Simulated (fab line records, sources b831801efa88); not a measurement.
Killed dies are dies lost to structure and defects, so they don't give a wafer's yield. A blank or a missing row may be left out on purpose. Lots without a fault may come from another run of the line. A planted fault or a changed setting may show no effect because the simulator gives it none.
fab line records | flow sky130
record lots=13 wafers=39 last_day=50
route steps=708 shown CAPM@539 PAD_OPEN@708
lots that met no fault: from a run of the same line without faults
start_h: hours from the record's first day to the start of the lot's first wafer shown | wait_h: hours since the lot's step before | " the same as in the row above | L1.1+2: a row that stands for several wafers | - no value, or no start given | * or withheld: withheld | < > ~ a bound
route shown NAME@n: a module of which the file shows steps, and the number in the route of the first | usual: mean/standard deviation of fault-free wafers | same: alike in all rows | chamber/n: place in a boat | sites: the reading at each site | _std_site: their standard deviation | _edge_site: outer sites' mean less inner sites' | radius_mm: how far each site lies from the wafer's centre | mask NAME#n: copy n | behind: the tool/chamber that last shaped the wafer | hold: why the lot was held/for how many hours/how that ended | device: the transistor (n, p or np) that didn't switch | end of line: the same wafers' tests at the end of the route | a step without rows: its recipe alone | killed: dies lost to structure and defects at the first sort, not the wafer's yield | map: a wafer's dies, x killed, . not, _ none there
set.NAME: the setting as run; set.NAME@STEP: as run at that earlier step | model.NAME: the simulator's own value behind a step, which no gauge read
steps of the route over a sample of lots; a table a step, a row a wafer
services: from which hour (start_h, from the record's first day; less than 0 if before it) a tool's chamber was out of use, for how many hours, and why
## steps
# step SKY_CAPM_SPUTTER_02
# recipe material=TiN target_thk_nm=200 temp_c=300 power_w=6500 time_s=166.7 chamber_pressure_pa=0.4
# usual throttle_valve_pct=29.3/1
# columns lot.wafer tool chamber start_h wait_h throttle_valve_pct
L932.2 pvd_sputter-01 - 864.78 0.0 28.8
L932.3 " - " " 29.3
L932.6 " - " " 30.8
L933.3 pvd_sputter-01 - 876.53 0.0 29.0
L933.5 " - " " 29.3
L933.6 " - " " 29.3
L934.1 pvd_sputter-04 - 880.14 0.1 29.7
L934.2 " - " " 29.4
L934.4 " - " " 30.8
L937.1 pvd_sputter-01 - 912.08 0.1 30.7
L937.2 " - " " 29.2
L937.3 " - " " 29.4
L947.1 pvd_sputter-03 - 963.16 0.1 29.0
L947.2 " - " " 27.3
L947.6 " - " " 29.5
L948.1 pvd_sputter-03 - 969.34 0.1 29.3
L948.2 " - " " 29.7
L948.3 " - " " 29.1
L949.1 pvd_sputter-03 - 975.24 0.1 29.6
L949.2 " - " " 29.1
L949.4 " - " " 27.3
L950.3 pvd_sputter-03 - 977.49 0.0 27.3
L950.5 " - " " 29.6
L950.6 " - " " 27.1
L951.4 pvd_sputter-01 - 989.79 0.0 29.0
L951.5 " - " " 29.1
L951.6 " - " " 28.9
L952.3 pvd_sputter-01 - 993.57 0.0 29.3
L952.4 " - " " 29.1
L952.6 " - " " 28.6
L953.2 pvd_sputter-04 - 997.42 0.0 29.7
L953.4 " - " " 29.9
L953.6 " - " " 29.4
L954.1 pvd_sputter-01 - 1001.31 0.1 30.7
L954.2 " - " " 29.4
L954.4 " - " " 28.7
L955.2 pvd_sputter-03 - 1010.61 0.0 27.3
L955.3 " - " " 29.4
L955.4 " - " " 29.3
# step SKY_CAPM_RS_MEAS_03
# recipe thk_meas_gauge=four-point-probe reads=TiN_of_CAPM_SPUTTER_02
# usual CAPM_TIN_RS=6.89/0.058
# columns lot.wafer tool chamber start_h wait_h CAPM_TIN_RS[ohm/sq]
L932.2 film_metro-04 - 864.91 0.1 6.88
L932.3 " - " " 6.77
L932.6 " - " " 6.82
L933.3 film_metro-03 - 876.68 0.1 6.91
L933.5 " - " " 6.84
L933.6 " - " " 6.91
L934.1 film_metro-03 - 880.25 0.1 6.89
L934.2 " - " " 6.95
L934.4 " - " " 6.82
L937.1 film_metro-04 - 912.19 0.1 5.84
L937.2 " - " " 5.78
L937.3 " - " " 6.94
L947.1 film_metro-02 - 963.27 0.1 6.88
L947.2 " - " " 6.96
L947.6 " - " " 6.86
L948.1 film_metro-03 - 969.45 0.1 6.87
L948.2 " - " " 6.85
L948.3 " - " " 6.87
L949.1 film_metro-04 - 975.35 0.1 6.94
L949.2 " - " " 6.93
L949.4 " - " " 6.94
L950.3 film_metro-03 - 977.64 0.1 6.96
L950.5 " - " " 6.92
L950.6 " - " " 6.89
L951.4 film_metro-03 - 989.96 0.1 6.90
L951.5 " - " " 6.90
L951.6 " - " " 6.97
L952.3 film_metro-02 - 993.72 0.1 6.86
L952.4 " - " " 6.93
L952.6 " - " " 6.93
L953.2 film_metro-04 - 997.55 0.1 6.92
L953.4 " - " " 6.83
L953.6 " - " " 6.86
L954.1 film_metro-02 - 1001.42 0.1 6.80
L954.2 " - " " 6.90
L954.4 " - " " 6.93
L955.2 film_metro-04 - 1010.74 0.1 7.01
L955.3 " - " " 6.94
L955.4 " - " " 6.96
# step SKY_CAPM_THK_MEAS_04
# recipe thk_meas_gauge=xrf reads=TiN_of_CAPM_SPUTTER_02
# usual CAPM_TIN_THK=200.6/1.8
# columns lot.wafer tool chamber start_h wait_h CAPM_TIN_THK[nm]
L932.2 film_metro-04 - 865.02 0.1 199.8
L932.3 " - " " 202.9
L932.6 " - " " 202.1
L933.3 film_metro-03 - 876.78 0.1 200.7
L933.5 " - " " 202.3
L933.6 " - " " 201.4
L934.1 film_metro-03 - 880.37 0.1 202.2
L934.2 " - " " 199.1
L934.4 " - " " 203.1
L937.1 film_metro-04 - 912.31 0.1 237.0
L937.2 " - " " 239.3
L937.3 " - " " 200.3
L947.1 film_metro-02 - 963.39 0.1 200.5
L947.2 " - " " 198.9
L947.6 " - " " 199.9
L948.1 film_metro-03 - 969.57 0.1 201.4
L948.2 " - " " 201.9
L948.3 " - " " 200.5
L949.1 film_metro-04 - 975.47 0.1 198.2
L949.2 " - " " 199.0
L949.4 " - " " 198.9
L950.3 film_metro-03 - 977.74 0.1 199.1
L950.5 " - " " 199.2
L950.6 " - " " 200.0
L951.4 film_metro-03 - 990.05 0.1 199.1
L951.5 " - " " 199.3
L951.6 " - " " 198.6
L952.3 film_metro-02 - 993.82 0.1 201.8
L952.4 " - " " 199.2
L952.6 " - " " 198.9
L953.2 film_metro-04 - 997.66 0.1 199.6
L953.4 " - " " 201.6
L953.6 " - " " 200.6
L954.1 film_metro-02 - 1001.54 0.1 203.0
L954.2 " - " " 200.7
L954.4 " - " " 199.6
L955.2 film_metro-04 - 1010.85 0.1 198.6
L955.3 " - " " 199.3
L955.4 " - " " 198.9
# step SKY_CAPM_METAL_ETCH_13
# recipe target_depth_nm=220 stop_on=SiO2 chemistry=Cl2/BCl3 target=TiN pressure_mtorr=10 icp_w=900 bias_w=48.5 Cl2_flow_sccm=60 bcl3_flow_sccm=30 time_s=62.9
# usual bcl3_flow_sccm=30.01/0.082 drypump_motor_current_A=5.7/0.54 oes_product_au=0.942/0.0059 throttle_valve_pct=21.901/0.0096
# columns lot.wafer tool chamber start_h wait_h bcl3_flow_sccm drypump_motor_current_A oes_product_au rf_hours_counter_h throttle_valve_pct
L932.2 rie_metal-01 0 890.32 0.0 30.09 5.5 0.946 - 21.896
L932.3 " 0 " " 30.14 5.5 0.950 - 21.901
L932.6 " 0 " " 30.08 5.5 0.945 - 21.905
L933.3 rie_metal-02 1 901.99 0.0 30.08 5.7 0.941 - 21.900
L933.5 " 1 " " 29.96 5.7 0.940 - 21.904
L933.6 " 0 " " 30.00 4.8 0.945 - 21.892
L934.1 rie_metal-01 0 905.10 0.0 29.92 5.5 0.945 5 21.912
L934.2 " 1 " " 30.05 6.6 0.939 0 21.906
L934.4 " 1 " " 30.15 6.6 0.949 - 21.896
L937.1 rie_metal-03 0 936.12 0.0 30.08 5.6 1.010 6 21.865
L937.2 " 1 " " 30.18 5.1 1.006 10 21.872
L937.3 " 0 " " 29.95 5.6 0.933 - 21.901
L947.1 rie_metal-01 1 986.60 0.0 30.03 6.6 0.950 4 21.915
L947.2 " 0 " " 29.98 5.5 0.943 9 21.910
L947.6 " 1 " " 29.94 6.6 0.950 - 21.898
L948.1 rie_metal-03 1 992.32 0.0 30.04 5.1 0.936 13 21.899
L948.2 " 0 " " 30.03 5.5 0.953 9 21.907
L948.3 " 0 " " 29.90 5.6 0.951 - 21.918
L949.1 rie_metal-02 0 998.92 0.0 30.07 4.8 0.940 1 21.883
L949.2 " 1 " " 30.00 5.7 0.929 19 21.921
L949.4 " 1 " " 30.09 5.7 0.940 - 21.902
L950.3 rie_metal-01 1 1001.44 0.0 30.01 6.6 0.938 - 21.904
L950.5 " 0 " " 29.95 5.5 0.946 - 21.908
L950.6 " 1 " " 29.93 6.6 0.940 - 21.889
L951.4 rie_metal-03 0 1013.24 0.0 30.11 5.6 0.947 - 21.902
L951.5 " 1 " " 30.02 5.1 0.948 - 21.899
L951.6 " 0 " " 30.10 5.5 0.944 - 21.916
L952.3 rie_metal-02 0 1016.64 0.0 29.93 4.8 0.949 - 21.890
L952.4 " 1 " " 29.82 5.7 0.933 - 21.912
L952.6 " 1 " " 30.01 5.7 0.936 - 21.887
L953.2 rie_metal-03 1 1020.67 0.0 30.08 5.1 0.936 15 21.885
L953.4 " 1 " " 29.96 5.1 0.942 - 21.889
L953.6 " 1 " " 30.07 5.1 0.950 - 21.895
L954.1 rie_metal-01 0 1023.82 0.0 30.10 5.5 0.949 11 21.907
L954.2 " 1 " " 30.00 6.6 0.944 6 21.894
L954.4 " 0 " " 30.01 5.5 0.934 - 21.899
L955.2 rie_metal-01 0 1033.85 0.0 30.02 5.4 0.929 11 21.898
L955.3 " 0 " " 30.04 5.4 0.947 - 21.889
L955.4 " 1 " " 30.06 6.6 0.936 - 21.910
# step SKY_PAD_OPEN_PROBE_99
# usual defect_limited_yield=82.5/1.9 killed_at_M0_to_M3=43/6.8 killed_at_M4_up=3.0/1.6 killed_at_contacts=25/6 killed_at_front_end=15/4.4 killed_at_other=0.3/0.52 killed_dies=86/9.6 killed_on_rim=17/3.5 killed_open=47/6.7 killed_short=39/6.8
# same gross_dies=492 killed_at_back_side=0
# columns lot.wafer tool chamber start_h wait_h defect_limited_yield[%] killed_at_M0_to_M3 killed_at_M4_up killed_at_contacts killed_at_front_end killed_at_other killed_dies killed_on_rim killed_open killed_short
L932.2 prober-02 - 1088.33 0.1 85.4 38 0 20 14 0 72 12 46 26
L932.3 prober-02 - 1088.38 0.2 79.1 51 2 32 18 0 103 21 50 53
L932.6 prober-02 - 1088.53 0.2 82.7 36 4 32 13 0 85 18 45 40
L933.3 prober-01 - 1096.75 0.2 82.9 37 2 31 13 1 84 13 44 39
L933.5 prober-01 - 1096.85 0.2 82.9 42 4 27 11 0 84 20 48 36
L933.6 prober-01 - 1096.90 0.2 81.9 44 5 23 17 0 89 14 46 41
L934.1 prober-02 - 1097.91 0.1 81.9 47 2 23 17 0 89 21 48 41
L934.2 prober-02 - 1097.96 0.1 83.9 45 3 15 16 0 79 13 45 33
L934.4 prober-02 - 1098.06 0.2 87.0 29 4 16 15 0 64 9 29 35
L937.1 prober-02 - 1126.81 0.1 5.9 34 3 25 20 381 463 96 51 31
L937.2 prober-02 - 1126.86 0.1 0.4 45 1 28 17 399 490 94 58 33
L937.3 prober-02 - 1126.91 0.2 82.5 35 3 29 19 0 86 14 48 38
L947.1 prober-01 - 1165.20 0.1 84.6 38 3 21 13 1 76 11 40 36
L947.2 prober-01 - 1165.25 0.1 80.3 58 2 18 19 0 97 18 53 44
L947.6 prober-01 - 1165.45 0.2 82.3 45 4 23 14 1 87 22 46 40
L948.1 prober-02 - 1170.53 0.1 82.9 45 1 29 9 0 84 9 47 37
L948.2 prober-02 - 1170.58 0.1 85.2 33 5 23 12 0 73 13 35 38
L948.3 prober-02 - 1170.63 0.2 82.7 43 5 30 7 0 85 14 46 39
L949.1 prober-01 - 1174.40 0.1 86.4 36 2 15 14 0 67 18 39 28
L949.2 prober-01 - 1174.45 0.1 83.1 39 4 24 16 0 83 15 45 38
L949.4 prober-01 - 1174.55 0.2 81.9 58 2 22 7 0 89 23 50 39
L950.3 prober-02 - 1176.92 0.2 81.3 47 3 14 26 2 92 22 44 46
L950.5 prober-02 - 1177.02 0.2 81.5 45 1 24 19 2 91 19 41 50
L950.6 prober-02 - 1177.07 0.2 82.1 52 2 24 9 1 88 13 43 44
L951.4 prober-01 - 1185.28 0.2 82.7 45 3 18 18 1 85 17 42 43
L951.5 prober-01 - 1185.33 0.2 85.2 33 6 16 18 0 73 16 42 30
L951.6 prober-01 - 1185.38 0.2 84.6 39 2 19 15 1 76 16 50 26
L952.3 prober-02 - 1186.48 0.2 86.0 43 4 14 8 0 69 14 45 24
L952.4 prober-02 - 1186.53 0.2 83.7 32 5 22 20 1 80 16 43 37
L952.6 prober-02 - 1186.63 0.2 84.6 31 4 16 25 0 76 13 41 35
L953.2 prober-01 - 1190.43 0.1 79.5 43 2 31 25 0 101 21 56 44
L953.4 prober-01 - 1190.53 0.2 83.3 42 6 21 12 1 82 24 40 40
L953.6 prober-01 - 1190.63 0.2 83.5 39 4 24 14 0 81 14 50 30
L954.1 prober-02 - 1192.58 0.1 80.9 47 1 28 17 1 94 11 45 49
L954.2 prober-02 - 1192.63 0.1 82.9 36 5 24 19 0 84 19 49 33
L954.4 prober-02 - 1192.73 0.2 76.8 62 2 29 21 0 114 20 62 52
L955.2 prober-01 - 1199.60 0.1 82.1 43 0 33 10 2 88 16 45 43
L955.3 prober-01 - 1199.65 0.2 84.1 36 1 23 18 0 78 17 53 23
L955.4 prober-01 - 1199.70 0.2 79.3 42 6 33 20 1 102 17 51 51
# killed by level:class
L932.2 VIA1:geometric_particle:open=9 VIA3:geometric_particle:open=7 CONTACT:geometric_particle:open=6 FIELD_ISO:geometric_particle:open=5 POLY_GATE:geometric_particle:open=5 LI_CONTACT:geometric_particle:open=5 VIA2:geometric_particle:short=5 METAL1:geometric_particle:short=4
L932.3 LI_CONTACT:geometric_particle:open=10 CONTACT:geometric_particle:open=10 CONTACT:geometric_particle:short=9 METAL1:geometric_particle:short=9 METAL2:geometric_particle:short=9 VIA3:geometric_particle:open=9 FIELD_ISO:geometric_particle:short=8 VIA1:geometric_particle:open=6
L932.6 CONTACT:geometric_particle:open=8 VIA1:geometric_particle:open=8 LI_CONTACT:geometric_particle:open=7 LOCAL_INTERCONNECT:geometric_particle:short=6 CONTACT:geometric_particle:short=6 FIELD_ISO:geometric_particle:short=4 LI_CONTACT:geometric_particle:short=4 METAL1:geometric_particle:short=4
L933.3 CONTACT:geometric_particle:open=10 VIA1:geometric_particle:open=9 LI_CONTACT:geometric_particle:open=7 LOCAL_INTERCONNECT:geometric_particle:short=6 VIA3:geometric_particle:open=5 POLY_GATE:geometric_particle:short=4 VIA1:geometric_particle:short=4 METAL1:geometric_particle:short=4
L933.5 CONTACT:geometric_particle:open=11 VIA1:geometric_particle:open=8 LI_CONTACT:geometric_particle:open=7 METAL2:geometric_particle:short=6 VIA3:geometric_particle:open=6 VIA3:geometric_particle:short=5 VIA1:geometric_particle:short=5 VIA2:geometric_particle:open=5
L933.6 CONTACT:geometric_particle:open=10 METAL2:geometric_particle:short=9 VIA1:geometric_particle:open=8 VIA3:geometric_particle:open=7 VIA1:geometric_particle:short=6 VIA2:geometric_particle:open=6 FIELD_ISO:geometric_particle:open=5 LI_CONTACT:geometric_particle:open=4
L934.1 LI_CONTACT:geometric_particle:open=7 VIA1:geometric_particle:open=7 VIA3:geometric_particle:open=7 VIA2:geometric_particle:open=6 VIA1:geometric_particle:short=6 METAL2:geometric_particle:short=6 POLY_GATE:geometric_particle:open=5 LOCAL_INTERCONNECT:geometric_particle:short=5
L934.2 VIA1:geometric_particle:open=11 CONTACT:geometric_particle:open=8 METAL2:geometric_particle:short=7 VIA3:geometric_particle:open=6 VIA2:geometric_particle:open=5 FIELD_ISO:geometric_particle:open=4 POLY_GATE:geometric_particle:short=4 POLY_GATE:geometric_particle:open=4
L934.4 VIA1:geometric_particle:open=6 CONTACT:geometric_particle:open=6 METAL2:geometric_particle:short=5 POLY_GATE:geometric_particle:short=4 LOCAL_INTERCONNECT:geometric_particle:short=4 METAL1:geometric_particle:short=4 VIA2:geometric_particle:open=4 FIELD_ISO:geometric_particle:short=3
L937.1 CAPM:area_etch=381 VIA1:geometric_particle:open=14 CONTACT:geometric_particle:open=10 LI_CONTACT:geometric_particle:open=9 FIELD_ISO:geometric_particle:open=7 POLY_GATE:geometric_particle:short=6 FIELD_ISO:geometric_particle:short=5 VIA2:geometric_particle:open=5
L937.2 CAPM:area_etch=399 VIA1:geometric_particle:open=12 CONTACT:geometric_particle:open=10 FIELD_ISO:geometric_particle:open=9 LI_CONTACT:geometric_particle:open=9 VIA3:geometric_particle:open=7 VIA2:geometric_particle:open=6 VIA1:geometric_particle:short=6
L937.3 CONTACT:geometric_particle:open=11 VIA2:geometric_particle:open=7 METAL1:geometric_particle:short=6 LI_CONTACT:geometric_particle:open=6 FIELD_ISO:geometric_particle:open=5 CONTACT:geometric_particle:short=5 VIA3:geometric_particle:open=5 FIELD_ISO:geometric_particle:short=4
L947.1 CONTACT:geometric_particle:open=9 LI_CONTACT:geometric_particle:open=7 METAL2:geometric_particle:short=7 FIELD_ISO:geometric_particle:open=6 VIA1:geometric_particle:open=6 METAL1:geometric_particle:short=5 VIA1:geometric_particle:short=4 VIA3:geometric_particle:short=4
L947.2 VIA1:geometric_particle:open=11 VIA3:geometric_particle:open=10 METAL2:geometric_particle:short=9 LI_CONTACT:geometric_particle:open=8 VIA2:geometric_particle:open=8 POLY_GATE:geometric_particle:open=5 POLY_GATE:geometric_particle:short=5 VIA2:geometric_particle:short=5
L947.6 VIA1:geometric_particle:open=10 CONTACT:geometric_particle:open=8 FIELD_ISO:geometric_particle:open=7 CONTACT:geometric_particle:short=7 VIA2:geometric_particle:open=7 METAL1:geometric_particle:short=6 LI_CONTACT:geometric_particle:open=4 VIA1:geometric_particle:short=4
L948.1 VIA3:geometric_particle:open=11 CONTACT:geometric_particle:open=8 VIA2:geometric_particle:open=8 LI_CONTACT:geometric_particle:open=7 VIA1:geometric_particle:open=7 METAL2:geometric_particle:short=6 LOCAL_INTERCONNECT:geometric_particle:short=5 CONTACT:geometric_particle:short=5
L948.2 CONTACT:geometric_particle:open=8 VIA1:geometric_particle:open=8 CONTACT:geometric_particle:short=6 METAL2:geometric_particle:short=6 VIA2:geometric_particle:open=6 METAL4:geometric_particle:short=5 FIELD_ISO:geometric_particle:short=4 FIELD_ISO:geometric_particle:open=4
L948.3 LI_CONTACT:geometric_particle:open=12 VIA1:geometric_particle:open=10 CONTACT:geometric_particle:open=7 METAL1:geometric_particle:short=7 VIA2:geometric_particle:open=6 CONTACT:geometric_particle:short=5 VIA3:geometric_particle:open=4 METAL4:geometric_particle:short=4
L949.1 VIA1:geometric_particle:open=10 CONTACT:geometric_particle:open=7 METAL1:geometric_particle:short=7 LI_CONTACT:geometric_particle:open=4 METAL2:geometric_particle:short=4 VIA2:geometric_particle:open=4 VIA3:geometric_particle:open=4 FIELD_ISO:geometric_particle:open=3
L949.2 CONTACT:geometric_particle:open=11 VIA1:geometric_particle:open=8 LI_CONTACT:geometric_particle:open=6 FIELD_ISO:geometric_particle:short=5 METAL1:geometric_particle:short=5 METAL3:geometric_particle:short=5 CONTACT:geometric_particle:short=4 VIA1:geometric_particle:short=4
L949.4 CONTACT:geometric_particle:open=13 VIA3:geometric_particle:open=11 VIA1:geometric_particle:open=9 VIA2:geometric_particle:open=9 VIA1:geometric_particle:short=8 METAL1:geometric_particle:short=8 CONTACT:geometric_particle:short=4 METAL2:geometric_particle:short=4
L950.3 METAL2:geometric_particle:short=13 METAL1:geometric_particle:short=8 VIA1:geometric_particle:open=8 FIELD_ISO:geometric_particle:open=7 CONTACT:geometric_particle:open=7 FIELD_ISO:geometric_particle:short=6 POLY_GATE:geometric_particle:short=6 VIA3:geometric_particle:open=5
L950.5 VIA2:geometric_particle:open=8 METAL2:geometric_particle:short=7 FIELD_ISO:geometric_particle:open=6 LOCAL_INTERCONNECT:geometric_particle:short=6 CONTACT:geometric_particle:open=6 LI_CONTACT:geometric_particle:open=5 VIA1:geometric_particle:open=5 VIA3:geometric_particle:open=5
L950.6 METAL1:geometric_particle:short=10 VIA1:geometric_particle:open=9 CONTACT:geometric_particle:open=8 METAL2:geometric_particle:short=8 LI_CONTACT:geometric_particle:open=6 LOCAL_INTERCONNECT:geometric_particle:short=5 METAL3:geometric_particle:short=5 METAL1:geometric_particle:open=4
L951.4 VIA1:geometric_particle:open=9 CONTACT:geometric_particle:open=7 METAL2:geometric_particle:short=7 POLY_GATE:geometric_particle:open=5 METAL1:geometric_particle:short=5 VIA2:geometric_particle:open=5 VIA3:geometric_particle:open=4 FIELD_ISO:geometric_particle:short=3
L951.5 VIA1:geometric_particle:open=12 CONTACT:geometric_particle:open=7 LI_CONTACT:geometric_particle:open=6 POLY_GATE:geometric_particle:short=5 POLY_GATE:geometric_particle:open=5 VIA1:geometric_particle:short=5 METAL4:geometric_particle:short=5 SPACER:geometric_particle:open=4
L951.6 VIA2:geometric_particle:open=10 VIA1:geometric_particle:open=10 VIA3:geometric_particle:open=7 POLY_GATE:geometric_particle:open=5 LI_CONTACT:geometric_particle:short=5 CONTACT:geometric_particle:open=5 FIELD_ISO:geometric_particle:open=4 LI_CONTACT:geometric_particle:open=4
L952.3 VIA1:geometric_particle:open=12 VIA2:geometric_particle:open=10 CONTACT:geometric_particle:open=5 VIA3:geometric_particle:open=5 FIELD_ISO:geometric_particle:open=4 VIA1:geometric_particle:short=4 CONTACT:geometric_particle:short=4 METAL1:geometric_particle:short=4
L952.4 CONTACT:geometric_particle:open=10 VIA1:geometric_particle:short=8 VIA2:geometric_particle:open=7 FIELD_ISO:geometric_particle:short=6 FIELD_ISO:geometric_particle:open=6 VIA1:geometric_particle:open=6 LI_CONTACT:geometric_particle:open=5 POLY_GATE:geometric_particle:short=4
L952.6 FIELD_ISO:geometric_particle:open=8 METAL2:geometric_particle:short=7 CONTACT:geometric_particle:open=6 VIA1:geometric_particle:open=6 FIELD_ISO:geometric_particle:short=5 POLY_GATE:geometric_particle:open=4 POLY_GATE:geometric_particle:short=4 VIA2:geometric_particle:open=4
L953.2 METAL1:geometric_particle:short=9 LI_CONTACT:geometric_particle:open=8 CONTACT:geometric_particle:open=8 VIA3:geometric_particle:open=8 FIELD_ISO:geometric_particle:open=7 VIA1:geometric_particle:open=7 VIA2:geometric_particle:open=7 LI_CONTACT:geometric_particle:short=6
L953.4 CONTACT:geometric_particle:open=9 VIA1:geometric_particle:open=8 CONTACT:geometric_particle:short=6 VIA1:geometric_particle:short=6 VIA3:geometric_particle:open=6 VIA3:geometric_particle:short=6 METAL4:geometric_particle:short=5 METAL1:geometric_particle:short=5
L953.6 VIA1:geometric_particle:open=11 VIA2:geometric_particle:open=9 CONTACT:geometric_particle:open=8 LI_CONTACT:geometric_particle:open=7 FIELD_ISO:geometric_particle:open=4 METAL2:geometric_particle:short=4 FIELD_ISO:geometric_particle:short=3 POLY_GATE:geometric_particle:open=3
L954.1 CONTACT:geometric_particle:open=10 LI_CONTACT:geometric_particle:open=8 VIA1:geometric_particle:short=8 METAL2:geometric_particle:short=8 VIA2:geometric_particle:open=6 METAL1:geometric_particle:short=6 FIELD_ISO:geometric_particle:open=5 VIA1:geometric_particle:open=5
L954.2 VIA1:geometric_particle:open=11 METAL1:geometric_particle:short=10 LI_CONTACT:geometric_particle:open=10 CONTACT:geometric_particle:open=8 FIELD_ISO:geometric_particle:open=5 VIA3:geometric_particle:short=4 POLY_GATE:geometric_particle:open=3 POLY_GATE:geometric_particle:short=3
L954.4 VIA1:geometric_particle:open=17 CONTACT:geometric_particle:open=15 FIELD_ISO:geometric_particle:short=8 VIA3:geometric_particle:open=8 METAL2:geometric_particle:short=7 VIA2:geometric_particle:open=7 VIA1:geometric_particle:short=6 LI_CONTACT:geometric_particle:open=6
L955.2 CONTACT:geometric_particle:open=12 VIA2:geometric_particle:open=8 METAL1:geometric_particle:short=7 LI_CONTACT:geometric_particle:open=7 VIA1:geometric_particle:open=6 VIA3:geometric_particle:open=6 CONTACT:geometric_particle:short=5 METAL2:geometric_particle:short=5
L955.3 VIA1:geometric_particle:open=13 CONTACT:geometric_particle:open=11 VIA2:geometric_particle:open=9 CONTACT:geometric_particle:short=6 FIELD_ISO:geometric_particle:open=5 POLY_GATE:geometric_particle:open=5 VIA3:geometric_particle:open=5 VIA1:geometric_particle:short=4
L955.4 CONTACT:geometric_particle:open=12 POLY_GATE:geometric_particle:open=9 LOCAL_INTERCONNECT:geometric_particle:short=9 VIA1:geometric_particle:open=9 METAL2:geometric_particle:short=7 LI_CONTACT:geometric_particle:open=6 VIA3:geometric_particle:open=5 METAL1:geometric_particle:short=4
## services
# columns tool chamber start_h hours kind
pvd_sputter-03 - 849.59 5.9 repair
pvd_sputter-01 - 856.72 1.9 repair
rie_metal-01 1 884.01 - clean
rie_metal-01 1 884.01 16.7 scheduled_down
rie_metal-01 1 884.01 16.7 vent_cycle
rie_metal-02 - 937.76 2.8 pm
rie_metal-01 - 948.34 1.4 pm
rie_metal-02 0 962.56 - clean
rie_metal-02 0 962.56 23.4 scheduled_down
rie_metal-02 0 962.56 23.4 vent_cycle
rie_metal-03 - 1024.43 2.8 pm
pvd_sputter-04 - 1029.32 9.2 repair
## key
first_sign step=SKY_CAPM_RS_MEAS_03 reading=CAPM_TIN_RS direction=down sigmas=19 usual=6.89 struck=5.81
effect step=SKY_CAPM_THK_MEAS_04 reading=CAPM_TIN_THK direction=up sigmas=20 usual=200.6 struck=238.1
effect step=SKY_CAPM_METAL_ETCH_13 reading=oes_product_au direction=up sigmas=11 usual=0.942 struck=1.008
effect step=SKY_PAD_OPEN_PROBE_99 reading=killed_at_other direction=up sigmas=99+ usual=0.3 struck=390
more_kills_born_at SKY_CAPM_METAL_ETCH_13@rie_metal-03=780
met_at SKY_CAPM_SPUTTER_02
struck_lots L937
struck_wafers L937.1,L937.2
later_rows_left_out L937.1,L937.2
onset_between 876.53 912.08
fault kind=process_parameter_drift tool=pvd_sputter-01 chamber=- onset_h=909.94 steps=SKY_CAPM_SPUTTER_02 channel=target_thk_nm offset=35.837 shape=step end_h=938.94 scope=struck_wafers_only acts_in=these_recipes_only stated=200
# later_rows_left_out: the simulator's readings of these wafers behind a module that went badly wrong aren't trusted and aren't shown, but for the sort
